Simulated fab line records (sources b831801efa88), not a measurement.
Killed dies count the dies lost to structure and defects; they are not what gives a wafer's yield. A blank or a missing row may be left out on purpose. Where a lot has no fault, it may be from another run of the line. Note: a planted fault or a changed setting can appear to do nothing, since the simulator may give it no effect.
Problem report, 8D (eight disciplines) form, completed by code / flow gf180mcu / the parts of the form that need people (team, actions taken, sign-off) are left out

## 1. THE ISSUE
HV_LDD_CVD_56_THK at GF_HV_LDD_THK_MEAS_57 reads a mean of 110.9 nm on 3 wafers of 1 lot; wafers without a fault read 90.1 nm with a standard deviation of 0.82. Relative to the usual mean, that is a shift of +25 standard deviations.
Earliest sighting: wafer L477.1 on film metro-02 at day 14 05:36. At this step, 36 wafers from 12 lots have a number in the record. Rule for "out" (also "out of limits"): further than 4 standard deviations from the usual mean. The other wafers with a number count as sound.

## 2. WHAT IT IS AND WHAT IT IS NOT
question=which readings at this step | is=HV_LDD_CVD_56_THK | is not=-
question=which lots | is=L477 | is not=L472, L473, L484, L486, L488, L489, L490, L492, L493, L494, L495
question=which wafers of those lots | is=all that have a number | is not=-
question=read on which gauges | is=film metro-02 | is not=film metro-01, film metro-04
question=when | is=from day 14 05:36 | is not=up to then (6 sound wafers); but 27 sound wafers of L484, L486, L488, L489, L490, L492, L493, L494, L495 came after

## 3. WHAT RULES OUT EACH SUSPECT
Counting: a tool stays on the suspect list if, at a process step up to the reading, it processed all lots that are out and no sound lot following the first of them.
- the gauge at GF_HV_LDD_THK_MEAS_57: ruled out. All the wafers that are out were read on film metro-02, but those of them that GF_HV_LDD_ETCHBACK_58 has rows for are out there too, on other tools.
- plasma asher-02 at GF_HV_LDD_STRIP_49 (strips in O2/N2): ruled out as a lasting fault. Sound lots L486, L489, L490, L494, L495 ran on it after its first lot that is out, L477 (day 14 02:41).
- lpcvd-02 at GF_HV_LDD_CVD_56 (deposits Si3N4 from DCS/NH3, target thk 90 nm, time 1543 s): ruled out as a lasting fault. Sound lots L486, L488, L490, L494, L495 ran on it after its first lot that is out, L477 (day 14 04:10).
Left after counting: nothing in the record.

## 4. THE CAUSE (what the simulator had put in)
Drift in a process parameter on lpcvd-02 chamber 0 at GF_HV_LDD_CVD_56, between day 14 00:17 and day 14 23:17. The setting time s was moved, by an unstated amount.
It was ruled out by counting, in error; the rule expects a fault to strike all lots run on its tool from its start on, and this fault did not.

## 5. SEQUENCE OF EFFECTS, ordered by route
Each row: a reading whose mean over the struck wafers that have a number lies more than 3 standard deviations from the usual. Only readings for which the record gives a usual standard deviation are gone through. hours: the time from each lot's start at the first step in this table that gives one to its start at this step, as a median over the lots. sigmas: the change in usual standard deviations.
hours=0; step=GF_HV_LDD_THK_MEAS_57; reading=HV_LDD_CVD_56_THK; usual=90.1 nm; on struck wafers=110.9; change=+20.8; sigmas=+25
hours=0; step=GF_HV_LDD_ETCHBACK_58; reading=oes product au; usual=0.843 a.u.; on struck wafers=0.947; change=+0.104; sigmas=+17
Its process steps:
- GF_HV_LDD_ETCHBACK_58: etches Si3N4 in CH3F/O2, stops on SiO2, time 100 s, target depth 90 nm.
Later measuring or inspecting steps at which every struck wafer that the step has a row for has a number for every such reading, and none has moved that far: GF_PSD_CD_MEAS_07.

## 6. WHAT WOULD HAVE CAUGHT IT SOONER
5 hours passed between the start of the fault at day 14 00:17 and the first reading out of limits at a measuring or inspecting step in this record, taken at day 14 05:36.
Of the tool readings at GF_HV_LDD_CVD_56 for which the record gives a usual standard deviation, none was out on any struck wafer, so an alarm limit of 4 standard deviations on them would not have fired.
